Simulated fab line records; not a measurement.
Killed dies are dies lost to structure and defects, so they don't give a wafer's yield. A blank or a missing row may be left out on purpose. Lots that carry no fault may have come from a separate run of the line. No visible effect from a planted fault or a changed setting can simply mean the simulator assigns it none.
fab line records    flow gf180mcu
record: lots: 6  wafers: 18  lastDay: 34
route steps=602 shown V4@486
lots that met no fault: from a run of the same line without faults
startH: hours from the record's opening day to when the first of the lot's shown wafers began    waitH: hours elapsed since this lot's preceding step    " same as the row above    L1.1+2: a row that stands for several wafers    - either no value or no given start    * or withheld: withheld    < > ~ a bound
route shown NAME@n: names a module that has steps shown in the file, with the first one's number in the route    usual: average and standard deviation across the fault-free wafers    same: alike in all rows    chamber/n: place in a boat    sites: per-site readings    _std_site: standard deviation of those values    _edge_site: the outer-site mean with the inner-site mean subtracted    radiusMm: how far each site lies from the wafer's centre    mask NAME#n: copy n    behind: the tool/chamber that last shaped the wafer    hold: reason for holding the lot/hours on hold/outcome of the hold    device: transistor that didn't switch, given as n, p or np    end of line: tests run on the same wafers once the route is complete    a step without rows: its recipe alone    killed: dies lost to structure and defects at the first sort, not the wafer's yield    map: per-die view of a wafer (x killed, . not killed, _ where there is no die)
set.NAME: the run value of the setting; set.NAME@STEP: its run value at that earlier step    model.NAME: the simulator's own value behind a step, which no gauge read
certain route steps with their lots: each step a table, each wafer a row
services: from which hour (startH, from the record's first day; less than 0 if before it) a tool's chamber was out of use, for how many hours, and why
== steps ==
step: GF_V4_SOFTBAKE_10
recipe: tempC: 130  timeS: 60  resist: KrF
step: GF_V4_EXPOSE_11
recipe: maskId: Via4  targetCdNm: 260  na: 0.68  sourceShape: conventional  sigmaOuter: 0.6  doseMj: 38
step: GF_V4_PEB_12
recipe: pebTempC: 135  pebTimeS: 90  resist: KrF
step: GF_V4_DEVELOP_13
recipe: developTimeS: 60  resist: KrF  devTempC: 21
step: GF_V4_CD_MEAS_14
recipe: targetCdNm: 260
usual: cdNm: 260.5/1.6
lot.wafer  tool      chamber  startH  waitH  cdNm
L592.1     cdSem-02  -        578.86  0.1    260.9
L592.4     "         -        "       "      260.1
L592.5     "         -        "       "      260.5
L593.3     cdSem-01  -        594.62  0.1    258.2
L593.4     "         -        "       "      259.5
L593.6     "         -        "       "      257.8
L594.1     cdSem-01  -        604.23  0.1    260.0
L594.4     "         -        "       "      257.9
L594.5     "         -        "       "      259.2
L603.2     cdSem-02  -        667.83  0.1    262.2
L603.3     "         -        "       "      261.1
L603.5     "         -        "       "      263.1
L609.1     cdSem-01  -        708.06  0.1    262.0
L609.5     "         -        "       "      260.3
L609.6     "         -        "       "      260.9
L613.3     cdSem-01  -        731.57  0.1    262.3
L613.4     "         -        "       "      262.4
L613.6     "         -        "       "      262.4
step: GF_V4_OVL_MEAS_15
usual: V4_OVL: 0/5.2
lot.wafer  tool        chamber  startH  waitH  V4_OVL[nm]
L592.1     overlay-01  -        578.98  0.1    3
L592.4     "           -        "       "      10
L592.5     "           -        "       "      5
L593.3     overlay-02  -        594.71  0.1    10
L593.4     "           -        "       "      0
L593.6     "           -        "       "      2
L594.1     overlay-01  -        604.35  0.1    2
L594.4     "           -        "       "      3
L594.5     "           -        "       "      -3
L603.2     overlay-02  -        667.94  0.1    8
L603.3     "           -        "       "      16
L603.5     "           -        "       "      15
L609.1     overlay-02  -        708.18  0.1    -8
L609.5     "           -        "       "      -4
L609.6     "           -        "       "      -4
L613.3     overlay-02  -        731.66  0.1    -3
L613.4     "           -        "       "      -1
L613.6     "           -        "       "      -11
step: GF_V4_ETCH_16
recipe: chemistry: N2/H2  targetDepthA: withheld  overetchA: withheld  timeS: withheld  target: BARC  ionEnergyEv: 200  sourceW: 500  biasW: 100  pressureMtorr: 30  n2FlowSccm: 100  h2FlowSccm: 200
usual: drypumpMotorCurrentA: 5.6/0.5  n2FlowSccm: 100.00/0.29  oesProductAu: 0.855/0.0047  throttleValvePct: 13.224/0.0086
lot.wafer  tool        chamber  startH  waitH  drypumpMotorCurrentA  n2FlowSccm  oesProductAu  throttleValvePct
L592.1     rieDiel-03  0        579.02  0.0    5.1                   100.23      0.855         13.228
L592.4     "           1        "       "      6.1                   100.06      0.852         13.220
L592.5     "           2        "       "      6.3                   99.74       0.848         13.229
L593.3     rieDiel-02  2        594.73  0.0    5.4                   99.85       0.854         13.229
L593.4     "           0        "       "      5.7                   100.00      0.856         13.210
L593.6     "           3        "       "      5.2                   100.01      0.844         13.208
L594.1     rieDiel-02  2        604.38  0.0    5.4                   100.35      0.857         13.243
L594.4     "           1        "       "      6.0                   99.92       0.863         13.226
L594.5     "           2        "       "      5.4                   99.93       0.855         13.212
L603.2     rieDiel-02  2        667.97  0.0    5.4                   99.78       0.852         13.221
L603.3     "           0        "       "      5.6                   99.92       0.867         13.242
L603.5     "           0        "       "      5.7                   100.45      0.854         13.216
L609.1     rieDiel-03  3        708.22  0.0    5.1                   100.16      0.857         13.218
L609.5     "           2        "       "      6.4                   99.81       0.853         13.226
L609.6     "           1        "       "      6.1                   100.28      0.852         13.225
L613.3     rieDiel-02  3        731.68  0.0    5.2                   100.03      0.856         13.230
L613.4     "           1        "       "      6.0                   99.91       0.855         13.222
L613.6     "           2        "       "      5.4                   100.20      0.852         13.217
step: GF_V4_ETCH_17
recipe: chemistry: C4F8/O2/Ar  maskMaterial: KrF  target: SiO2  stopOn: TiN  sourceW: 1500  biasW: 1200  pressureMtorr: 40  c4f8FlowSccm: withheld  O2_flow_sccm: 6  Ar_flow_sccm: 300  timeS: withheld  targetDepthA: 6300
usual: oesProductAu: 0.856/0.0045
lot.wafer  tool        chamber  startH  waitH  oesProductAu
L592.1     rieDiel-03  0        -       -      0.859
L592.4     "           1        "       "      0.852
L592.5     "           2        "       "      0.861
L593.3     rieDiel-02  2        -       -      0.859
L593.4     "           0        "       "      0.858
L593.6     "           3        "       "      0.852
L594.1     rieDiel-02  2        -       -      0.853
L594.4     "           1        "       "      0.856
L594.5     "           2        "       "      0.845
L603.2     rieDiel-02  2        -       -      0.857
L603.3     "           0        "       "      0.857
L603.5     "           0        "       "      0.848
L609.1     rieDiel-03  3        -       -      0.859
L609.5     "           2        "       "      0.861
L609.6     "           1        "       "      0.850
L613.3     rieDiel-02  3        -       -      0.859
L613.4     "           1        "       "      0.852
L613.6     "           2        "       "      0.853
step: GF_V4_STRIP_18
recipe: chemistry: O2/N2  powerW: 1400  pressureMtorr: 1500  platenTempC: 250  o2FlowSccm: 3000  n2FlowSccm: 300  overashFraction: 0.5
usual: drypumpMotorCurrentA: 6.0/0.43  heaterPowerW: 321/30  n2FlowSccm: 300.1/0.81  oesProductAu: 0.593/0.0048
lot.wafer  tool            chamber  startH  waitH  drypumpMotorCurrentA  heaterPowerW  n2FlowSccm  oesProductAu  rfHoursCounterH
L592.1     plasmaAsher-02  1        579.15  -      5.8                   328           302.3       0.598         16
L592.4     "               1        "       "      5.8                   337           300.4       0.593         -
L592.5     "               1        "       "      5.8                   322           301.2       0.593         -
L593.3     plasmaAsher-03  1        594.89  -      5.8                   284           298.8       0.593         -
L593.4     "               0        "       "      6.0                   313           298.9       0.583         -
L593.6     "               0        "       "      6.1                   310           298.8       0.592         -
L594.1     plasmaAsher-03  0        604.51  -      6.0                   323           301.8       0.596         81
L594.4     "               1        "       "      5.9                   292           300.4       0.595         -
L594.5     "               1        "       "      5.9                   293           299.4       0.588         -
L603.2     plasmaAsher-02  0        668.10  -      5.4                   365           299.7       0.599         27
L603.3     "               0        "       "      5.4                   361           300.0       0.590         -
L603.5     "               0        "       "      5.4                   360           301.4       0.591         -
L609.1     plasmaAsher-03  1        708.35  -      5.9                   292           301.4       0.585         89
L609.5     "               1        "       "      5.9                   292           300.6       0.592         -
L609.6     "               0        "       "      6.0                   318           300.8       0.585         -
L613.3     plasmaAsher-01  0        731.84  -      6.9                   344           300.2       0.590         -
L613.4     "               1        "       "      5.7                   290           300.1       0.592         -
L613.6     "               1        "       "      5.6                   287           299.5       0.594         -
step: GF_V4_STRIP_19
recipe: chemistry: postEtchResidueRemover  timeS: 1200  tempC: 72.5
step: GF_V4_CLEAN_20
recipe: chemistry: DIW  dry: n2Spin
step: GF_V4_SPUTTER_21
recipe: material: Ti  targetThkNm: 15  chamberPressurePa: 5  powerW: 2500  substrateTempC: 200  timeS: 80.02
usual: cathodeDcPowerW: 2500.0/0.47  chamberPressurePa: 5.000/0.0093  throttleValvePct: 30.5/0.92
lot.wafer  tool           chamber  startH  waitH  cathodeDcPowerW  chamberPressurePa  throttleValvePct
L592.1     pvdSputter-01  -        579.68  0.0    2499.6           5.005              31.3
L592.4     "              -        "       "      2500.7           4.995              28.8
L592.5     "              -        "       "      2499.4           5.006              31.3
L593.3     pvdSputter-02  -        595.74  0.0    2500.3           4.996              32.1
L593.4     "              -        "       "      2500.4           5.009              32.1
L593.6     "              -        "       "      2499.9           5.009              30.0
L594.1     pvdSputter-02  -        605.08  0.0    2499.4           4.999              30.4
L594.4     "              -        "       "      2500.1           5.004              30.0
L594.5     "              -        "       "      2499.4           4.989              30.6
L603.2     pvdSputter-02  -        668.63  0.0    2500.5           5.005              30.6
L603.3     "              -        "       "      2499.5           4.994              30.0
L603.5     "              -        "       "      2500.6           4.989              30.6
L609.1     pvdSputter-04  -        708.91  0.0    2499.7           5.001              31.1
L609.5     "              -        "       "      2500.6           4.991              30.8
L609.6     "              -        "       "      2499.0           5.002              32.1
L613.3     pvdSputter-02  -        732.44  0.0    2499.7           5.007              30.5
L613.4     "              -        "       "      2499.8           4.986              31.8
L613.6     "              -        "       "      2499.5           5.013              30.1
step: GF_V4_SPUTTER_22
recipe: material: TiN  targetThkNm: 10  chamberPressurePa: 5  powerW: 4000  timeS: 40
usual: cathodeDcPowerW: 4000.1/0.73  chamberPressurePa: 5.000/0.011  throttleValvePct: 30.6/0.92
lot.wafer  tool           chamber  startH  waitH  cathodeDcPowerW  chamberPressurePa  throttleValvePct
L592.1     pvdSputter-01  -        579.74  0.0    4001.2           5.020              31.5
L592.4     "              -        "       "      4001.2           4.995              29.1
L592.5     "              -        "       "      4000.7           5.011              30.9
L593.3     pvdSputter-02  -        595.80  0.0    -                -                  -
L593.4     "              -        "       "      -                -                  -
L593.6     "              -        "       "      -                -                  -
L594.1     pvdSputter-02  -        605.14  0.0    -                -                  -
L594.4     "              -        "       "      -                -                  -
L594.5     "              -        "       "      -                -                  -
L603.2     pvdSputter-02  -        668.69  0.0    4000.1           5.005              30.6
L603.3     "              -        "       "      4000.8           4.989              30.0
L603.5     "              -        "       "      4000.3           4.990              30.0
L609.1     pvdSputter-04  -        708.97  0.0    4000.9           5.005              31.0
L609.5     "              -        "       "      4000.1           5.006              31.1
L609.6     "              -        "       "      4001.1           5.009              31.9
L613.3     pvdSputter-02  -        732.50  0.0    3999.3           4.997              30.9
L613.4     "              -        "       "      4001.7           5.001              31.9
L613.6     "              -        "       "      3999.2           5.022              30.1
step: GF_V4_CVD_23
recipe: material: W  targetThkNm: 350  timeS: 104.9  tempC: 400  pressureTorr: 40
usual: chamberPressureTorr: 40.02/0.088  heaterPowerOuterW: 618/81  heaterPowerW: 924/59
lot.wafer  tool     chamber  startH  waitH  chamberPressureTorr  heaterPowerOuterW  heaterPowerW
L592.1     cvdW-02  0        579.78  0.0    39.99                713                992
L592.4     "        0        "       "      40.00                696                955
L592.5     "        1        "       "      40.05                528                873
L593.3     cvdW-01  0        595.87  0.1    40.18                562                836
L593.4     "        1        "       "      40.01                676                958
L593.6     "        1        "       "      39.99                653                971
L594.1     cvdW-02  1        605.18  0.0    40.00                528                884
L594.4     "        0        "       "      40.05                714                987
L594.5     "        1        "       "      40.09                529                881
L603.2     cvdW-01  1        668.73  0.0    40.09                673                972
L603.3     "        0        "       "      40.04                557                863
L603.5     "        1        "       "      40.17                678                965
L609.1     cvdW-01  0        709.01  0.0    39.84                561                863
L609.5     "        0        "       "      39.88                568                864
L609.6     "        1        "       "      39.90                672                964
L613.3     cvdW-02  1        732.57  0.1    39.91                518                888
L613.4     "        0        "       "      40.05                717                984
L613.6     "        1        "       "      39.99                530                869
== services ==
tool            chamber  startH  hours  kind
plasmaAsher-03  -        564.07  11.2   pm
pvdSputter-01   -        572.49  0.8    repair
pvdSputter-04   -        582.23  1.4    repair
plasmaAsher-03  -        584.41  3.0    repair
plasmaAsher-03  -        635.02  24.0   repair
rieDiel-02      1        663.13  8.6    repair
plasmaAsher-02  -        681.69  3.1    repair
rieDiel-02      -        683.31  2.8    pm
plasmaAsher-02  -        687.86  1.9    repair
cvdW-01         -        689.93  0.3    repair
plasmaAsher-02  -        709.11  14.6   pm
pvdSputter-01   -        712.47  1.2    repair
rieDiel-02      0        727.80  13.9   repair
== key ==
firstSign: step: GF_V4_SPUTTER_22  reading: toolRecord  direction: missing
effect none on later readings
metAt GF_V4_SPUTTER_22
struckWafers L593.3,L593.4,L593.6,L594.1,L594.4,L594.5
laterRowsLeftOut L593.3,L593.4,L593.6,L594.1,L594.4,L594.5
sortLeftOut L593.3,L593.4,L593.6,L594.1,L594.4,L594.5
fault: kind: skippedStepWhole  tool: pvdSputter-02  chamber: -  onsetH: 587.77  steps: GF_V4_SPUTTER_22  scope: struckLotsOnly
sortLeftOut: the simulated sort isn't trusted on such a fault, so these wafers' sort isn't shown, and their yield isn't known
laterRowsLeftOut: the simulator's readings of these wafers behind a module that went badly wrong aren't trusted and aren't shown, but for the sort
